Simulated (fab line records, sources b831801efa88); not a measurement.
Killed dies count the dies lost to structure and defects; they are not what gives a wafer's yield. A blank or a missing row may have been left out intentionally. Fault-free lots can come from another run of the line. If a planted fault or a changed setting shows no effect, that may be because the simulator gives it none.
A lot that was struck, set against a sound lot -- flow sky130 -- 43 steps out of a route of 708
Sound: wafers L809.2, L809.5, L809.6. Struck: wafers L793.2, L793.6. (L793.1 of the same lot was not struck and is left out.) The cause comes at the end.
For every step that has rows: the tool of each side, followed by ch and its chambers, followed by its first start. Under that, the readings that differ: sound wafers -- struck wafers -- difference of the means -- sigmas: that difference in standard deviations of wafers without a fault.
alike: same words and numbers on both sides, and readings whose means sit less than 2 such deviations apart. not compared: any withheld reading, any reading some wafer has no value for, any bound like >300 that may hide the same value, and any number with overlapping values for which the record gives no deviation.
Wherever a step has rows on one side only, a row that says differs or no value, or a row with sigmas, the two part there. Numbers that don't overlap but have no deviation are shown without sigmas and don't part them. A reading missing from all wafers of one side parts the sides only when that side holds two or more wafers.

first, 6 steps without rows for these wafers: SKY_VIA2_ETCH_15 (etches SiO2 in C4F8/O2/Ar, stops on TiN, target depth 546 nm, time 84 s); SKY_VIA2_STRIP_16 (strips in O2/N2); SKY_VIA2_STRIP_17 (strips in post etch residue remover, time 1200 s); SKY_VIA2_CLEAN_18 (cleans in IPA, time 180 s); SKY_VIA2_CLEAN_19 (cleans in O3/DIW); SKY_VIA2_SPUTTER_20 (material TiN, target thk 20 nm, time 80 s).
SKY_VIA2_CVD_21: deposits W, target thk 420 nm, time 126.4 s.
  sound on cvd w-02 ch 0, day 42 15:39; struck on cvd w-02 ch 1, day 38 09:00
reading,sound,struck,difference,sigmas
heater power w (W),773 785 770,891 876,+108,+2
SKY_VIA2_RS_MEAS_22: uses a four-point probe to measure.
  sound: film metro-04 at day 42 15:53; struck: film metro-03 at day 38 09:08
  alike: VIA2_W_RS
SKY_VIA2_THK_MEAS_23: measures by xrf.
  sound: film metro-04 at day 42 16:00; struck: film metro-03 at day 38 09:15
  alike: VIA2_W_THK
SKY_VIA2_CMP_24: polishes, stops on SiO2, t overpolish 20 s, target thk 0 nm.
  sound on cmp-01 ch 0,1,2, day 42 16:12; struck on cmp-01 ch 0,3, day 38 09:19
  alike: motor current A, overpolish run s, time to endpoint s
SKY_METAL3_SPUTTER_00: material Ti, target thk 15 nm, time 10 s.
  sound: pvd sputter-04 at day 42 16:21; struck: pvd sputter-02 at day 38 09:37
  alike: throttle valve pct
then, 1 step without rows for these wafers: SKY_METAL3_SPUTTER_01 (material TiN, target thk 20 nm, time 16.7 s).
SKY_METAL3_SPUTTER_02: material AlCu, target thk 735 nm, time 39.1 s.
  sound: pvd sputter-04 at day 42 16:24; struck: pvd sputter-02 at day 38 09:40
reading,sound,struck,difference,sigmas
model.AlCu_of_METAL3_SPUTTER_02.thk nm (nm),724.5 729.5 724.5,1122 1128,+399,
  alike: throttle valve pct
then, 2 steps without rows for these wafers: SKY_METAL3_SPUTTER_03 (material Ti, target thk 5 nm, time 3.3 s); SKY_METAL3_SPUTTER_04 (material TiN, target thk 70 nm, time 58.3 s).
SKY_CAPM_CVD_00: deposits SiO2, target thk 15.5 nm.
  sound on pecvd-01 ch 0,1, day 42 16:31; struck on pecvd-04 ch 0,1, day 38 09:46
  alike: heater power w
SKY_CAPM_THK_MEAS_01:
  sound: film metro-04 at day 42 16:32; struck: film metro-01 at day 38 09:47
  alike: CAPM_CVD_00_THK
SKY_CAPM_SPUTTER_02: material TiN, target thk 200 nm, time 166.7 s.
  sound: pvd sputter-02 at day 42 16:35; struck: pvd sputter-01 at day 38 09:50
  alike: throttle valve pct
SKY_CAPM_RS_MEAS_03: uses a four-point probe to measure.
  sound: film metro-04 at day 42 16:43; struck: film metro-04 at day 38 09:57
  alike: CAPM_TIN_RS
SKY_CAPM_THK_MEAS_04: measures by xrf.
  sound: film metro-04 at day 42 16:50; struck: film metro-04 at day 38 10:04
  alike: CAPM_TIN_THK
then, 7 steps without rows for these wafers: SKY_CAPM_DEHYDRATE_05 (time 60 s); SKY_CAPM_HMDS_06 (prime time 60 s); SKY_CAPM_COAT_07 (resist thk 1140 nm); SKY_CAPM_SOFTBAKE_08 (time 60 s); SKY_CAPM_EXPOSE_09 (exposes mask CAPM, target cd 1000 nm); SKY_CAPM_PEB_10; SKY_CAPM_DEVELOP_11 (develop time 60 s).
SKY_CAPM_OVL_MEAS_12:
  sound: overlay-02 at day 43 15:43; struck: overlay-02 at day 39 10:04
reading,sound,struck,difference,sigmas
CAPM_OVL (nm),2.7 2.0 -0.2,-2.4 -0.7,-3.0,-2
then, 13 steps without rows for these wafers: SKY_CAPM_METAL_ETCH_13 (etches TiN in Cl2/BCl3, stops on SiO2, target depth 220 nm, time 62.9 s); SKY_CAPM_STRIP_14 (strips in O2/N2); SKY_CAPM_STRIP_15 (strips in post etch residue remover, time 1200 s); SKY_CAPM_CLEAN_16 (cleans in IPA, time 180 s); SKY_CAPM_CLEAN_17 (cleans in O3/DIW); SKY_METAL3_DEHYDRATE_05 (time 60 s); SKY_METAL3_HMDS_06 (prime time 60 s); SKY_METAL3_COAT_07 (resist thk 60 nm); SKY_METAL3_COAT_08 (resist thk 1140 nm); SKY_METAL3_SOFTBAKE_09 (time 90 s); SKY_METAL3_EXPOSE_10 (exposes mask MM3, target cd 300 nm); SKY_METAL3_PEB_11; SKY_METAL3_DEVELOP_12 (develop time 60 s).
SKY_METAL3_CD_MEAS_13: target cd 300 nm.
  sound: cd sem-02 at day 44 15:23; struck: cd sem-02 at day 40 10:52
  alike: cd nm
SKY_METAL3_METAL_ETCH_18: etches the open film in Cl2/BCl3, stops on SiO2, target depth 845 nm, time 183.1 s.
  sound on rie metal-02 ch 0,1, day 44 15:40; struck on rie metal-04 ch 1, day 40 11:13
reading,sound,struck,difference,sigmas
oes product au (a.u.),0.865 0.862 0.856,1.008 1.014,+0.150,+25
  alike: drypump motor current A, throttle valve pct
  not compared: rf hours counter h

WHERE THEY PART
At SKY_VIA2_CVD_21 first; at SKY_METAL3_METAL_ETCH_18 last (within this record only).

WHY: what the simulator had put in
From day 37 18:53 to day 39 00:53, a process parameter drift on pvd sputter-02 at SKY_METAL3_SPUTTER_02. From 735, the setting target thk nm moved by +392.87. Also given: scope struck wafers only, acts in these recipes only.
